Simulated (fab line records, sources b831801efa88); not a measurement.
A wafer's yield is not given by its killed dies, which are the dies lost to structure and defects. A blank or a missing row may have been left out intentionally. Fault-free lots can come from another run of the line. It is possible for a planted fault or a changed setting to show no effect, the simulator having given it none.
Which tool did it?    flow sky130    14 lots with 42 wafers sampled at 2 steps, on a route of 708 steps

WHAT EACH GAUGE READ, for each wafer
Not one reading of a measure or inspect step in the record can be checked against a usual standard deviation.

WHAT TOOL EACH LOT RAN ON (gives the tool, then ch and the chambers of the sampled wafers, and finally the start)
lot   SKY_FIELD_ISO_CLEAN_19          SKY_PAD_OPEN_PROBE_99
L191  wet-bench-04 ch 2, day 2 05:55  -
L192  wet-bench-04 ch 2, day 2 09:16  -
L193  wet-bench-04 ch 2, day 2 16:19  -
L194  wet-bench-04 ch 2, day 2 22:46  -
L195  wet-bench-01 ch 1, day 3 03:02  -
L196  wet-bench-01 ch 0, day 3 07:44  -
L197  wet-bench-02 ch 0, day 3 16:46  -
L198  wet-bench-01 ch 1, day 3 17:22  -
L202  wet-bench-01 ch 3, day 4 15:23  prober-02, day 49 12:01
L206  wet-bench-01 ch 0, day 5 11:12  prober-02, day 49 18:52
L207  wet-bench-02 ch 1, day 5 17:19  -
L211  wet-bench-04 ch 0, day 6 16:16  -
L212  wet-bench-02 ch 0, day 6 19:41  -
L213  wet-bench-02 ch 0, day 7 00:41  -
- SKY_FIELD_ISO_CLEAN_19: cleans in SC1/SC2, time 150 s.
- SKY_PAD_OPEN_PROBE_99

AS READ BY THE TOOLS THEMSELVES (means over the sampled wafers that have a number; for cases with no such wafer, the mark the record gives instead)
SKY_PAD_OPEN_PROBE_99.
lot   tool       killed_at_M0_to_M3  killed_at_M4_up  killed-at-contacts  killed-at-front-end  killed-at-other  killed-dies  killed-open  killed-short
L202  prober-02  39                  4.3              20                  61                   0.3              125          42           35
L206  prober-02  41                  3.3              24                  35                   0.3              104          45           38

THE ANSWER, worked out from the rows above alone
Rule: the usual values come from the lots themselves. The widest of any qualifying gaps counts: lots, ordered by their means at a reading, are off when they make up no more than a third of the lots, leave a main group of 4 or more, and stand apart from it by 3 or more times the standard deviation of that group's means. A main group is skipped when, at the precision printed for the reading in the tables above, its means are all equal. A lot without any number at a reading at which 4 lots or more have one is off too. Any other lot the step has rows for is counted as sound. First the gauges in route order, then the tools' own readings, where a lot's mean is used as printed above. At the first step where some lot is off, the reading lying furthest off is the one used; lots without a number count as furthest.
Across all readings shown, no lot is off: no conclusion can be drawn from this.

WHAT THE SIMULATOR HAD PUT IN
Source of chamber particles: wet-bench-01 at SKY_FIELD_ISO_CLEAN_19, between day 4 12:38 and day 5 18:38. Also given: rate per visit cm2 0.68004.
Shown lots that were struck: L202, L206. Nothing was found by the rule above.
